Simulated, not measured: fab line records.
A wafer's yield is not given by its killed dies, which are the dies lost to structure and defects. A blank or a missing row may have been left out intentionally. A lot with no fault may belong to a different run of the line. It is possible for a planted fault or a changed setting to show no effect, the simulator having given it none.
2 desks, one fault | flow gf180mcu | every desk sees just its own numbers, and what lay behind them comes last

FOR THE TOOL OWNER'S DESK: plasma-asher-04
The tool's own readings at GF_NWELL_STRIP_10 (strips in O2/N2): means of the sampled wafers that have a number, for each lot that ran on this tool. If a lot's mean is further than 4 standard deviations from the usual mean, the lot is out of limits and carries the mark OUT (the distance appears in the brackets).
Columns: A = drypump-motor-current-A at GF_NWELL_STRIP_10, usual 5.33 A; B = heater-power-w at GF_NWELL_STRIP_10, usual 301 W; C = oes-product-au at GF_NWELL_STRIP_10, usual 0.722 a.u.; D = strip-time-to-endpoint-s at GF_NWELL_STRIP_10, usual 37.01 s
lot  | first seen here | A    | B   | C     | D
L641 | day 4 16:37     | 5.08 | 320 | 0.721 | 36.99
L643 | day 5 04:46     | 5.15 | 309 | 0.723 | 37.15
L644 | day 5 09:52     | 5.06 | 320 | 0.719 | 37.12
L646 | day 5 20:35     | 5.07 | 320 | 0.724 | 37.00
L647 | day 6 02:08     | 4.99 | 326 | 0.718 | 37.10
L654 | day 7 16:03     | 5.01 | 329 | 0.725 | 37.02
L656 | day 8 01:55     | 5.00 | 328 | 0.722 | 36.83
Result from this desk: across the 7 lots, nothing is out of limits.

METROLOGY DESK
What the gauges read, lot by lot, whatever tool the lot ran on: means of the sampled wafers that have a number. If a lot's mean is further than 4 standard deviations from the usual mean, the lot is out of limits and carries the mark OUT (the distance appears in the brackets).
Columns: A = V5_W_RS at GF_V5_RS_MEAS_24, usual 0.329 ohm/sq
lot  | first seen here | A
L635 | day 27 04:22    | 0.329
L637 | day 27 16:40    | 0.326
L640 | day 28 15:35    | 0.331
L641 | day 29 05:26    | 0.330
L642 | day 29 13:48    | 0.330
L643 | day 29 16:23    | 0.327
L644 | day 30 03:18    | 0.323
L646 | day 30 13:21    | 0.323
L647 | day 30 19:33    | 0.330
L650 | day 31 18:37    | 0.331
L654 | day 32 16:18    | 0.324
L655 | day 32 21:37    | 0.331
L656 | day 33 03:54    | 0.330
Result from this desk: across the 13 lots, nothing is out of limits.

PUT TOGETHER
The tool owner's desk saw nothing out of limits.
Metrology desk: nothing out of limits seen.

WHAT WAS PUT IN BY THE SIMULATOR
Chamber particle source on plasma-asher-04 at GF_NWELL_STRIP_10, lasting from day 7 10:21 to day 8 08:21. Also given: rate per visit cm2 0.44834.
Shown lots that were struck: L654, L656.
